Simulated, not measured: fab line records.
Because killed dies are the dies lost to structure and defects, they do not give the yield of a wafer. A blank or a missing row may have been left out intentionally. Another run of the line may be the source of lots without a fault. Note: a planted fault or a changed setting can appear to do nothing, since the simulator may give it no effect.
Which tool was responsible?    flow sky130    33 wafers from 11 lots sampled at 4 of the route's 708 steps

WHAT THE GAUGES SHOWED, per wafer
SKY_VIA4_OVL_MEAS_11.
lot   measured      on          VIA4_OVL (nm)
L334  day 42 21:22  overlay-01  1.5 1.7 3.5
L336  day 43 07:56  overlay-02  -0.7 -0.5 -1.0
L337  day 43 19:11  overlay-02  -0.4 -2.1 -0.7
L338  day 44 09:35  overlay-01  2.7 2.0 2.7
L347  day 47 05:04  overlay-02  1.0 0.5 -0.1
L348  day 47 05:08  overlay-01  -0.8 -1.0 0.3
L350  day 47 11:53  overlay-01  1.4 1.7 2.2
L352  day 47 12:45  overlay-02  0.0 0.2 0.6
L354  day 47 21:37  overlay-01  -1.6 -1.2 -3.1
L355  day 48 09:41  overlay-01  -0.8 -1.8 0.6
L356  day 48 16:19  overlay-02  -0.9 -1.0 -1.4

SKY_PASSIVATION_THK_MEAS_03.
lot   measured      on            PASSIVATION_CVD_02_THK (nm)
L334  day 43 23:01  filmMetro-01  531 555 543
L336  day 44 09:05  filmMetro-03  885 903 907
L337  day 44 19:41  filmMetro-03  541 524 545
L338  day 45 09:01  filmMetro-01  559 551 905
L347  day 48 02:27  filmMetro-01  546 548 552
L348  day 48 03:18  filmMetro-01  540 546 556
L350  day 48 09:55  filmMetro-03  535 532 542
L352  day 48 11:20  filmMetro-04  535 547 546
L354  day 48 19:47  filmMetro-01  542 553 545
L355  day 49 06:37  filmMetro-01  537 538 540
L356  day 49 13:31  filmMetro-01  533 535 542

TOOL THAT RAN EACH LOT (tool first, then ch and the chambers of the sampled wafers, then the start)
lot   SKY_PASSIVATION_CVD_00           SKY_PASSIVATION_CVD_02
L334  pecvd-04 ch 1,2, day 43 22:42    pecvd-01 ch 0,2, day 43 22:47
L336  pecvd-04 ch 0,1,2, day 44 08:39  pecvd-01 ch 0, day 44 08:44
L337  pecvd-01 ch 0,2, day 44 19:22    pecvd-03 ch 1,2, day 44 19:26
L338  pecvd-04 ch 0,1,2, day 45 08:43  pecvd-01 ch 0,1,2, day 45 08:48
L347  pecvd-03 ch 0,1, day 48 02:01    pecvd-01 ch 1,2, day 48 02:06
L348  pecvd-03 ch 1,2, day 48 02:52    pecvd-01 ch 1,2, day 48 02:57
L350  pecvd-04 ch 1,2, day 48 09:35    pecvd-03 ch 0,1, day 48 09:40
L352  pecvd-03 ch 0,1,2, day 48 10:55  pecvd-01 ch 1,2, day 48 11:00
L354  pecvd-04 ch 0,1,2, day 48 19:28  pecvd-03 ch 1,2, day 48 19:33
L355  pecvd-04 ch 0,1,2, day 49 06:19  pecvd-01 ch 1,2, day 49 06:23
L356  pecvd-03 ch 1,2, day 49 13:11    pecvd-04 ch 0,1, day 49 13:16
- SKY_PASSIVATION_CVD_00: deposits SiO2, target thk 90 nm.
- SKY_PASSIVATION_CVD_02: deposits Si3N4, target thk 540 nm.

AS READ BY THE TOOLS THEMSELVES (means over the sampled wafers that have a number; for cases with no such wafer, the mark the record gives instead)
SKY_PASSIVATION_CVD_00.
lot   tool      heaterPowerOuterW (W)  heaterPowerW (W)  rfFwdPowerW (W)
L334  pecvd-04  306                    569               587
L336  pecvd-04  315                    577               589
L337  pecvd-01  369                    611               589
L338  pecvd-04  280                    550               589
L347  pecvd-03  317                    619               587
L348  pecvd-03  348                    653               585
L350  pecvd-04  307                    587               588
L352  pecvd-03  372                    690               588
L354  pecvd-04  285                    547               590
L355  pecvd-04  307                    587               589
L356  pecvd-03  318                    632               586

SKY_PASSIVATION_CVD_02.
lot   tool      heaterPowerOuterW (W)  heaterPowerW (W)  rfFwdPowerW (W)
L334  pecvd-01  440                    685               448.5
L336  pecvd-01  483                    718               450.5
L337  pecvd-03  378                    708               448.6
L338  pecvd-01  465                    757               450.0
L347  pecvd-01  438                    729               450.6
L348  pecvd-01  475                    782               448.7
L350  pecvd-03  410                    740               449.2
L352  pecvd-01  410                    687               450.6
L354  pecvd-03  385                    720               448.1
L355  pecvd-01  420                    728               448.8
L356  pecvd-04  322                    597               448.9

THE ANSWER, worked out from the rows above alone
Rule: what is usual is taken from the lots themselves. The widest of any qualifying gaps counts: lots, ordered by their means at a reading, are off when they make up no more than a third of the lots, leave a main group of 4 or more, and stand apart from it by 3 or more times the standard deviation of that group's means. If all means in a main group match to the digits the tables above print for the reading, that group is not used. A lot without any number at a reading at which 4 lots or more have one is off too. Where the step has rows for the other lots, those lots are counted as sound. Order of review: gauges by route order, followed by the tools' own readings, for which a lot's mean as printed above is used. The first step at which some lot is off is used, and at that step the reading that is off furthest; a lot without a number counts as furthest.
Off: L336, L338, at SKY_PASSIVATION_THK_MEAS_03 (PASSIVATION_CVD_02_THK). The main group has a mean of 542 nm with a standard deviation of 4.7.
A tool fits if, at a process step before that reading, it ran every lot that is off, and no sound lot after the first of them. Gauges at SKY_PASSIVATION_THK_MEAS_03: tried the same way as those tools. None of those tried fits.

WHAT HAD BEEN PUT IN BY THE SIMULATOR
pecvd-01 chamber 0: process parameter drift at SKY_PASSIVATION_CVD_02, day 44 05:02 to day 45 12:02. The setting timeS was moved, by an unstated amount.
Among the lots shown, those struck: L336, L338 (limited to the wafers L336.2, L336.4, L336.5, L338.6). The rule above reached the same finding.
